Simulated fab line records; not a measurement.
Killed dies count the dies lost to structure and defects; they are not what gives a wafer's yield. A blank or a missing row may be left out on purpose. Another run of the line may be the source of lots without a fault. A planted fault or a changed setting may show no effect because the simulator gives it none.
fab line records	flow sky130
record: lots: 12	wafers: 36	last_day: 50
route steps=708 shown VIA2@527 METAL3@535 CAPM@537 VIA3@573 PAD_OPEN@708
lots with no fault: from the same line, run without faults
start_h: the number of hours between the record's first day and the start of the first shown wafer of the lot	wait_h: time in hours since the lot's previous step	" unchanged from the row above	L1.1+2: several wafers, shown together as one row	- no value, or no start was given	* or withheld: withheld	< > ~ a bound
route shown NAME@n: NAME is a module with steps in the file, n the number in the route of the first one	usual: mean and standard deviation over wafers with no fault	same: alike in all rows	chamber/n: place in a boat	sites: the reading at each site	_std_site: how widely they spread, as a standard deviation	_edge_site: the outer-site mean with the inner-site mean subtracted	radius_mm: how far each site lies from the wafer's centre	mask NAME#n: copy n	behind: the last tool/chamber to shape the wafer	hold: what put the lot on hold/how long, in hours/how the hold closed	device: the transistor (n, p or np) that didn't switch	end of line: at the end of the route, the tests of the same wafers	a step given without rows: its recipe and nothing more	killed: at the first sort, the dies lost to defects and structure; wafer yield is something else	map: a wafer's dies, marking killed ones x, the rest . and places with no die _
set.NAME: the setting the step ran with; set.NAME@STEP: the setting that earlier step ran with	model.NAME: the simulator's own value behind a step, which no gauge read
a sample of lots followed through the steps of the route, with each step as a table and each wafer as a row
services: a tool's chamber out of use, with start hour (start_h, from the record's first day; less than 0 if before it), hours out, and reason
== steps ==
step: SKY_VIA2_SPUTTER_20
recipe: material: TiN	target_thk_nm: 20	chamber_pressure_pa: 5	power_w: 4000	time_s: 80
usual: throttle_valve_pct: 29.4/0.84
lot.wafer	tool	chamber	start_h	wait_h	throttle_valve_pct
L619.2	pvd_sputter-03	-	856.06	0.0	27.8
L619.4	"	-	"	"	29.3
L619.6	"	-	"	"	28.7
L620.1	pvd_sputter-02	-	862.25	0.0	29.9
L620.3	"	-	"	"	30.9
L620.5	"	-	"	"	29.7
L621.1	pvd_sputter-03	-	879.16	0.0	29.2
L621.5	"	-	"	"	29.2
L621.6	"	-	"	"	29.7
L622.1	pvd_sputter-03	-	881.64	0.0	30.0
L622.2	"	-	"	"	28.5
L622.6	"	-	"	"	28.9
L629.1	pvd_sputter-04	-	935.70	0.0	30.8
L629.3	"	-	"	"	30.6
L629.4	"	-	"	"	29.2
L630.1	pvd_sputter-03	-	944.71	0.0	29.7
L630.3	"	-	"	"	27.9
L630.5	"	-	"	"	28.4
L632.3	pvd_sputter-04	-	949.54	0.0	30.3
L632.4	"	-	"	"	29.9
L632.6	"	-	"	"	30.8
L634.1	pvd_sputter-03	-	960.25	0.0	27.6
L634.3	"	-	"	"	29.4
L634.5	"	-	"	"	27.9
L635.2	pvd_sputter-02	-	968.09	0.0	29.4
L635.3	"	-	"	"	28.9
L635.4	"	-	"	"	30.9
L636.1	pvd_sputter-03	-	977.71	0.0	28.0
L636.5	"	-	"	"	27.7
L636.6	"	-	"	"	29.7
L637.2	pvd_sputter-04	-	980.55	0.0	28.7
L637.3	"	-	"	"	30.3
L637.5	"	-	"	"	30.6
L641.1	pvd_sputter-04	-	1007.05	0.0	30.8
L641.2	"	-	"	"	29.7
L641.3	"	-	"	"	30.5
step: SKY_METAL3_SPUTTER_03
recipe: material: Ti	target_thk_nm: 5	power_w: 3000	time_s: 3.3	chamber_pressure_pa: 0.4
usual: throttle_valve_pct: 29.7/1.1
lot.wafer	tool	chamber	start_h	wait_h	throttle_valve_pct
L619.2	pvd_sputter-03	-	856.82	0.0	27.8
L619.4	"	-	"	"	29.2
L619.6	"	-	"	"	28.7
L620.1	pvd_sputter-04	-	863.01	0.0	29.0
L620.3	"	-	"	"	30.9
L620.5	"	-	"	"	30.9
L621.1	pvd_sputter-04	-	879.92	0.0	28.8
L621.5	"	-	"	"	31.0
L621.6	"	-	"	"	28.9
L622.1	pvd_sputter-03	-	882.39	0.0	28.7
L622.2	"	-	"	"	29.8
L622.6	"	-	"	"	29.9
L629.1	pvd_sputter-03	-	936.45	0.0	29.8
L629.3	"	-	"	"	28.9
L629.4	"	-	"	"	29.0
L630.1	pvd_sputter-04	-	945.47	0.0	30.4
L630.3	"	-	"	"	30.1
L630.5	"	-	"	"	30.5
L632.3	pvd_sputter-01	-	950.30	0.0	31.5
L632.4	"	-	"	"	31.8
L632.6	"	-	"	"	31.9
L634.1	pvd_sputter-04	-	961.14	0.0	30.7
L634.3	"	-	"	"	30.5
L634.5	"	-	"	"	30.6
L635.2	pvd_sputter-03	-	969.26	0.0	29.8
L635.3	"	-	"	"	29.3
L635.4	"	-	"	"	28.3
L636.1	pvd_sputter-04	-	978.47	0.0	30.7
L636.5	"	-	"	"	28.7
L636.6	"	-	"	"	29.8
L637.2	pvd_sputter-03	-	981.30	0.0	29.1
L637.3	"	-	"	"	27.9
L637.5	"	-	"	"	28.5
L641.1	pvd_sputter-04	-	1007.81	0.0	30.3
L641.2	"	-	"	"	30.5
L641.3	"	-	"	"	29.7
step: SKY_CAPM_CVD_00
recipe: material: SiO2	target_thk_nm: 15.5	temp_c: 400	time_s: withheld	rf_w: 450
usual: heater_power_w: 679/96
lot.wafer	tool	chamber	start_h	wait_h	heater_power_w
L619.2	pecvd-04	2	856.89	0.0	768
L619.4	"	0	"	"	773
L619.6	"	1	"	"	745
L620.1	pecvd-02	2	863.08	0.0	600
L620.3	"	1	"	"	717
L620.5	"	0	"	"	533
L621.1	pecvd-01	1	879.98	0.0	812
L621.5	"	1	"	"	823
L621.6	"	2	"	"	576
L622.1	pecvd-02	2	882.46	0.0	710
L622.2	"	0	"	"	544
L622.6	"	1	"	"	671
L629.1	pecvd-02	1	936.52	0.0	764
L629.3	"	2	"	"	665
L629.4	"	0	"	"	522
L630.1	pecvd-04	1	945.54	0.0	756
L630.3	"	0	"	"	726
L630.5	"	2	"	"	738
L632.3	pecvd-01	0	950.37	0.0	645
L632.4	"	0	"	"	645
L632.6	"	2	"	"	606
L634.1	pecvd-04	0	961.21	0.0	777
L634.3	"	2	"	"	747
L634.5	"	0	"	"	749
L635.2	pecvd-01	0	969.33	0.0	621
L635.3	"	1	"	"	826
L635.4	"	2	"	"	577
L636.1	pecvd-02	2	978.54	0.0	670
L636.5	"	2	"	"	694
L636.6	"	0	"	"	532
L637.2	pecvd-04	0	981.37	0.0	739
L637.3	"	1	"	"	645
L637.5	"	1	"	"	634
L641.1	pecvd-01	1	1007.88	0.0	805
L641.2	"	2	"	"	610
L641.3	"	0	"	"	748
step: SKY_VIA3_HDPCVD_00
recipe: material: SiO2	target_thk_nm: 1635	sigma_open_frac: 0.3	time_s: 272.5	temp_c: 400	sih4_flow_sccm: 60	pressure_mtorr: 6
usual: pressure_mtorr: 6.001/0.011	run_length_s: 300.3/0.47	sih4_flow_sccm: 59.98/0.16
lot.wafer	tool	chamber	start_h	wait_h	pressure_mtorr	run_length_s	sih4_flow_sccm
L619.2	hdpcvd-01	2	910.88	0.0	6.020	300.8	60.13
L619.4	"	0	"	"	5.999	300.7	60.12
L619.6	"	1	"	"	5.996	300.1	60.19
L620.1	hdpcvd-02	1	916.27	0.0	5.995	300.1	60.20
L620.3	"	0	"	"	6.033	300.2	60.05
L620.5	"	2	"	"	6.010	299.6	60.09
L621.1	hdpcvd-01	0	932.35	0.0	6.008	300.3	59.96
L621.5	"	2	"	"	5.995	300.4	60.02
L621.6	"	1	"	"	6.018	300.5	59.86
L622.1	hdpcvd-02	0	935.91	0.0	6.009	300.5	59.99
L622.2	"	1	"	"	5.995	300.4	60.01
L622.6	"	0	"	"	5.993	300.0	60.02
L629.1	hdpcvd-01	2	986.22	0.0	6.016	300.3	59.68
L629.3	"	1	"	"	6.026	300.6	59.83
L629.4	"	2	"	"	6.018	300.5	60.20
L630.1	hdpcvd-01	1	995.67	0.0	6.009	246.3	59.96
L630.3	"	2	"	"	6.001	300.3	59.78
L630.5	"	0	"	"	6.009	300.3	60.06
L632.3	hdpcvd-01	1	999.42	0.0	6.020	300.3	59.69
L632.4	"	0	"	"	5.996	300.6	60.18
L632.6	"	1	"	"	5.986	246.9	59.81
L634.1	hdpcvd-02	1	1009.93	0.0	6.005	300.0	59.86
L634.3	"	2	"	"	5.971	299.1	59.89
L634.5	"	2	"	"	5.987	299.6	59.97
L635.2	hdpcvd-02	0	1018.02	0.0	6.016	299.9	60.11
L635.3	"	2	"	"	6.004	299.1	59.84
L635.4	"	2	"	"	6.013	299.7	59.99
L636.1	hdpcvd-02	1	1027.04	0.0	5.984	300.1	60.25
L636.5	"	1	"	"	5.997	300.0	60.05
L636.6	"	2	"	"	6.004	299.1	59.90
L637.2	hdpcvd-02	1	1030.59	0.0	6.022	300.1	59.96
L637.3	"	2	"	"	6.001	299.1	60.34
L637.5	"	1	"	"	6.009	300.1	59.92
L641.1	hdpcvd-02	1	1054.06	0.0	6.019	300.5	59.63
L641.2	"	2	"	"	5.994	299.2	59.92
L641.3	"	0	"	"	5.988	300.1	59.62
step: SKY_VIA3_THK_MEAS_01
recipe: reads: SiO2_of_VIA3_HDPCVD_00
usual: VIA3_HDPCVD_THK: 1624/19
lot.wafer	tool	chamber	start_h	wait_h	VIA3_HDPCVD_THK[nm]
L619.2	film_metro-02	-	911.06	0.1	1616
L619.4	"	-	"	"	1627
L619.6	"	-	"	"	1607
L620.1	film_metro-04	-	916.44	0.1	1632
L620.3	"	-	"	"	1638
L620.5	"	-	"	"	1617
L621.1	film_metro-04	-	932.52	0.1	1630
L621.5	"	-	"	"	1622
L621.6	"	-	"	"	1624
L622.1	film_metro-03	-	936.07	0.1	1600
L622.2	"	-	"	"	1590
L622.6	"	-	"	"	1610
L629.1	film_metro-04	-	986.39	0.1	1617
L629.3	"	-	"	"	1641
L629.4	"	-	"	"	1636
L630.1	film_metro-04	-	995.84	0.1	1336
L630.3	"	-	"	"	1635
L630.5	"	-	"	"	1642
L632.3	film_metro-03	-	999.61	0.1	1632
L632.4	"	-	"	"	1637
L632.6	"	-	"	"	1312
L634.1	film_metro-04	-	1010.10	0.1	1637
L634.3	"	-	"	"	1629
L634.5	"	-	"	"	1613
L635.2	film_metro-04	-	1018.20	0.1	1611
L635.3	"	-	"	"	1578
L635.4	"	-	"	"	1600
L636.1	film_metro-03	-	1027.21	0.1	1619
L636.5	"	-	"	"	1627
L636.6	"	-	"	"	1597
L637.2	film_metro-04	-	1030.77	0.1	1638
L637.3	"	-	"	"	1589
L637.5	"	-	"	"	1647
L641.1	film_metro-02	-	1054.23	0.1	1620
L641.2	"	-	"	"	1599
L641.3	"	-	"	"	1603
step: SKY_PAD_OPEN_PROBE_99
usual: defect_limited_yield: 82.3/2.1	killed_at_M0_to_M3: 45/6.9	killed_at_M4_up: 3.1/1.7	killed_at_contacts: 24/5.7	killed_at_front_end: 15/4.6	killed_at_other: 0.3/0.57	killed_dies: 87/10	killed_open: 48/7.4	killed_short: 39/6.7	sort_bin_3_pad_short: 0.9/0.41	sort_bin_5_function: 10.4/1.5	sort_bin_6_memory: 6.4/1.1	sort_n_pass: 405/10	sort_yield_pct: 82.3/2.1
same: gross_dies: 492	killed_at_back_side: 0	sort_bin_4_leakage[%]: 0	sort_bin_8_speed[%]: 0
lot.wafer	tool	chamber	start_h	wait_h	defect_limited_yield[%]	killed_at_M0_to_M3	killed_at_M4_up	killed_at_contacts	killed_at_front_end	killed_at_other	killed_dies	killed_open	killed_short	sort_bin_3_pad_short[%]	sort_bin_5_function[%]	sort_bin_6_memory[%]	sort_n_pass	sort_yield_pct[%]
L630.1	prober-02	-	1153.16	0.1	83.9	32	2	17	28	0	79	46	33	1.2	11.4	3.5	413	83.9
L630.3	prober-02	-	1153.26	0.2	81.1	44	3	20	26	0	93	56	37	0.8	10.8	7.3	399	81.1
L630.5	prober-02	-	1153.36	0.2	85.2	33	4	21	15	0	73	37	36	0.4	8.5	5.9	419	85.2
L632.3	prober-01	-	1155.75	0.2	81.9	44	6	25	13	1	89	47	42	0.8	10.4	6.9	403	81.9
L632.4	prober-01	-	1155.80	0.2	80.9	40	1	27	26	0	94	54	40	0.6	12.6	5.9	398	80.9
L632.6	prober-01	-	1155.90	0.2	86.0	37	2	20	10	0	69	47	22	0.4	8.7	4.9	423	86.0
L635.2	prober-01	-	1169.36	0.1	80.7	52	0	23	20	0	95	53	42	1.0	12.0	6.3	397	80.7
L635.3	prober-01	-	1169.41	0.2	79.3	42	1	38	21	0	102	57	45	1.6	11.8	7.3	390	79.3
L635.4	prober-01	-	1169.46	0.2	82.9	39	2	23	20	0	84	43	41	0.8	9.8	6.5	408	82.9
L636.1	prober-02	-	1177.57	0.1	79.9	48	5	30	16	0	99	48	51	1.0	13.6	5.5	393	79.9
L636.5	prober-02	-	1177.77	0.2	80.5	51	2	27	15	1	96	56	40	0.6	10.4	8.5	396	80.5
L636.6	prober-02	-	1177.82	0.2	80.1	59	3	22	14	0	98	47	51	1.2	10.6	8.1	394	80.1
killed by level:class
L630.1 POLY_GATE:geometric_particle:open=10 POLY_GATE:geometric_particle:short=8 VIA1:geometric_particle:open=8 FIELD_ISO:geometric_particle:open=5 METAL1:geometric_particle:short=5 FIELD_ISO:geometric_particle:short=4 LI_CONTACT:geometric_particle:open=4 CONTACT:geometric_particle:open=4
L630.3 VIA2:geometric_particle:open=11 CONTACT:geometric_particle:open=10 VIA1:geometric_particle:open=8 POLY_GATE:geometric_particle:open=7 VIA3:geometric_particle:open=6 METAL2:geometric_particle:short=5 VIA3:geometric_particle:short=5 POLY_GATE:geometric_particle:short=4
L630.5 CONTACT:geometric_particle:open=9 VIA2:geometric_particle:open=8 LI_CONTACT:geometric_particle:open=6 VIA1:geometric_particle:short=5 VIA1:geometric_particle:open=5 FIELD_ISO:geometric_particle:short=4 LOCAL_INTERCONNECT:geometric_particle:short=4 METAL4:geometric_particle:short=4
L632.3 VIA1:geometric_particle:open=11 CONTACT:geometric_particle:open=9 LOCAL_INTERCONNECT:geometric_particle:short=7 VIA3:geometric_particle:open=7 CONTACT:geometric_particle:short=6 METAL2:geometric_particle:short=6 FIELD_ISO:geometric_particle:open=5 METAL4:geometric_particle:short=5
L632.4 CONTACT:geometric_particle:open=13 FIELD_ISO:geometric_particle:short=8 VIA1:geometric_particle:open=8 VIA2:geometric_particle:open=8 FIELD_ISO:geometric_particle:open=7 VIA1:geometric_particle:short=6 POLY_GATE:geometric_particle:short=5 LI_CONTACT:geometric_particle:open=5
L632.6 CONTACT:geometric_particle:open=10 VIA1:geometric_particle:open=10 VIA2:geometric_particle:open=7 LI_CONTACT:geometric_particle:open=5 VIA1:geometric_particle:short=5 VIA3:geometric_particle:open=5 METAL3:geometric_particle:short=3 LOCAL_INTERCONNECT:geometric_particle:short=3
L635.2 VIA1:geometric_particle:open=15 CONTACT:geometric_particle:open=9 VIA3:geometric_particle:open=8 POLY_GATE:geometric_particle:open=7 FIELD_ISO:geometric_particle:short=6 CONTACT:geometric_particle:short=6 METAL2:geometric_particle:short=5 VIA2:geometric_particle:open=5
L635.3 CONTACT:geometric_particle:open=14 CONTACT:geometric_particle:short=10 VIA1:geometric_particle:open=9 POLY_GATE:geometric_particle:open=7 METAL2:geometric_particle:short=7 VIA2:geometric_particle:open=7 LI_CONTACT:geometric_particle:open=6 LOCAL_INTERCONNECT:geometric_particle:short=6
L635.4 VIA3:geometric_particle:open=10 CONTACT:geometric_particle:open=8 LOCAL_INTERCONNECT:geometric_particle:short=6 METAL2:geometric_particle:short=6 VIA2:geometric_particle:open=6 FIELD_ISO:geometric_particle:open=5 POLY_GATE:geometric_particle:short=5 CONTACT:geometric_particle:short=5
L636.1 VIA1:geometric_particle:open=12 CONTACT:geometric_particle:open=8 LI_CONTACT:geometric_particle:open=6 LOCAL_INTERCONNECT:geometric_particle:short=6 METAL1:geometric_particle:short=6 POLY_GATE:geometric_particle:short=5 CONTACT:geometric_particle:short=5 VIA3:geometric_particle:open=5
L636.5 VIA1:geometric_particle:open=16 CONTACT:geometric_particle:open=13 LI_CONTACT:geometric_particle:open=9 METAL2:geometric_particle:short=7 VIA2:geometric_particle:open=5 VIA3:geometric_particle:open=5 FIELD_ISO:geometric_particle:open=4 POLY_GATE:geometric_particle:short=4
L636.6 VIA2:geometric_particle:open=12 METAL1:geometric_particle:short=11 CONTACT:geometric_particle:open=10 VIA1:geometric_particle:open=6 VIA3:geometric_particle:open=6 VIA3:geometric_particle:short=6 CONTACT:geometric_particle:short=5 METAL2:geometric_particle:short=5
== services ==
tool	chamber	start_h	hours	kind
hdpcvd-02	-	842.46	1.6	repair
hdpcvd-02	0	842.65	4.0	repair
hdpcvd-01	2	846.51	11.7	repair
pecvd-04	-	846.80	5.5	pm
pecvd-02	2	848.98	4.1	repair
pecvd-02	2	864.60	12.1	repair
hdpcvd-02	2	870.37	4.2	repair
pecvd-01	-	880.24	13.8	repair
pvd_sputter-04	-	880.82	6.8	repair
hdpcvd-01	-	896.58	6.0	pm
pecvd-04	-	898.58	0.6	repair
pvd_sputter-04	-	901.89	15.8	repair
hdpcvd-01	2	906.43	4.3	repair
pvd_sputter-01	-	906.76	4.3	repair
hdpcvd-02	-	950.25	15.0	pm
hdpcvd-02	-	953.42	0.8	repair
pvd_sputter-03	-	962.46	3.5	repair
pecvd-04	-	968.68	1.6	repair
pvd_sputter-02	-	971.06	2.7	repair
hdpcvd-02	-	981.87	1.5	repair
pvd_sputter-02	-	994.42	3.8	repair
pvd_sputter-02	-	1002.90	4.4	repair
pvd_sputter-02	-	1019.95	2.1	repair
pvd_sputter-03	-	1026.80	2.7	repair
== key ==
first_sign: step: SKY_VIA3_HDPCVD_00	reading: run_length_s	direction: down	sigmas: 99+	usual: *	struck: *
effect: step: SKY_VIA3_THK_MEAS_01	reading: VIA3_HDPCVD_THK	direction: down	sigmas: 16	usual: 1624	struck: 1324
met_at SKY_VIA3_HDPCVD_00
struck_lots L630,L632
struck_wafers L630.1,L632.6
not_acting_at SKY_VIA2_SPUTTER_20,SKY_METAL3_SPUTTER_03,SKY_CAPM_CVD_00
onset_between 986.22 995.67
fault: kind: process_parameter_drift	tool: hdpcvd-01	chamber: -	onset_h: 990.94	steps: SKY_VIA3_HDPCVD_00	channel: time_s	offset: *	shape: step	end_h: 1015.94	scope: struck_wafers_only	acts_in: *	stated: *
